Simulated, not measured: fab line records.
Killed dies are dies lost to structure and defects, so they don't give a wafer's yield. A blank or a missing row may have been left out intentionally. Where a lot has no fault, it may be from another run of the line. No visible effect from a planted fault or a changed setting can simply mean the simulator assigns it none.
Problem report, 8D (eight disciplines) form, completed by code :: flow sky130 :: the parts of the form that need people (team, actions taken, sign-off) are left out

## 1. THE PROBLEM
A mean of 53.5 s is read at SKY_FIELD_ISO_ETCH_14 for runLengthS, taken on 1 wafer of 1 lot, against 74.4 s (standard deviation 0.42) on wafers free of any fault. That is -50 standard deviations from the usual mean.
The step: etches BARC in N2/H2, stops on SiO2, time 45.9 s, target depth 60 nm.
First seen on wafer L349.5, day 3 19:50, on rieDiel-02. The record holds 39 wafers of 13 lots with a number at this step. The rule behind "out" and "out of limits": a value lying over 4 standard deviations away from the usual mean. Any other wafer with a number is counted as sound.

## 2. WHAT IT IS; WHAT IT IS NOT
question: which readings at this step
is: runLengthS, oesProductAu
is not: drypumpMotorCurrentA, throttleValvePct

question: which lots
is: L349
is not: L342, L343, L344, L345, L348, L350, L352, L353, L356, L360, L362, L363

question: which wafers of those lots
is: L349.5
is not: L349.1, L349.2

question: read on which tools
is: rieDiel-02
is not: rieDiel-01, rieDiel-04

question: when
is: from day 3 19:50
is not: up to then (17 sound wafers); but 21 sound wafers of L350, L352, L353, L356, L360, L362, L363 came after

## 3. WHAT RULES OUT EACH SUSPECT
Counting: any tool at a process step up to the reading remains a suspect provided it ran every lot that is out. Sound lots after the first of them don't rule it out here, since some wafers of a struck lot are sound.
- rieDiel-02 at SKY_FIELD_ISO_ETCH_14 (etches BARC in N2/H2, stops on SiO2, time 45.9 s, target depth 60 nm): kept. It ran the lot that is out, L349 (day 3 19:50); its last sound lot up to then is L345 (day 2 20:14). Out on those wafers are its own readings of oesProductAu, runLengthS.
- In rieDiel-02 at SKY_FIELD_ISO_ETCH_14, the wafers that are out were processed in chamber 1 and their sound lot-mates in chambers 0, 3.
Remaining after the count: rieDiel-02 at SKY_FIELD_ISO_ETCH_14.

## 4. THE CAUSE (what the simulator had put in)
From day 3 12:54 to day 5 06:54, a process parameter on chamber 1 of rieDiel-02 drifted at SKY_FIELD_ISO_ETCH_14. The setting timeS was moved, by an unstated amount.
This tool alone remained once counting was done.

## 5. SEQUENCE OF EFFECTS, ordered by route
One row per reading whose mean, taken over the struck wafers that have a number, lies over 3 standard deviations from the usual. Only readings whose record carries a usual standard deviation are examined. hours: median over the lots of the time between each lot's start at the first step of this table that gives one and its start at this step. sigmas: the change, counted in usual standard deviations.
hours: 0
step: SKY_FIELD_ISO_ETCH_14
reading: oesProductAu
usual: 0.854 a.u.
on struck wafers: 1.003
change: +0.149
sigmas: +32

hours: 0
step: SKY_FIELD_ISO_ETCH_14
reading: runLengthS
usual: 74.4 s
on struck wafers: 53.5
change: -20.9
sigmas: -50

hours: 0
step: SKY_FIELD_ISO_ETCH_15
reading: oesProductAu
usual: 0.944 a.u.
on struck wafers: 0.383
change: -0.561
sigmas: -78

hours: 0
step: SKY_FIELD_ISO_ETCH_15
reading: throttleValvePct
usual: 8.843 %
on struck wafers: 8.684
change: -0.159
sigmas: -14

hours: 0
step: SKY_FIELD_ISO_STRIP_16
reading: stripTimeToEndpointS
usual: 3.532 s
on struck wafers: 3.740
change: +0.208
sigmas: +8.7
Process steps it contains:
- SKY_FIELD_ISO_ETCH_14: etches BARC in N2/H2, stops on SiO2, time 45.9 s, target depth 60 nm.
- SKY_FIELD_ISO_ETCH_15: etches the open film in CHF3/O2, stops on Si, target depth 180 nm, time 72 s.
- SKY_FIELD_ISO_STRIP_16: strips in O2/N2.

## 6. HOW IT WOULD HAVE BEEN CAUGHT EARLIER
First out-of-limits reading in this record: day 3 19:50, which is 7 hours after fault onset at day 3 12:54.
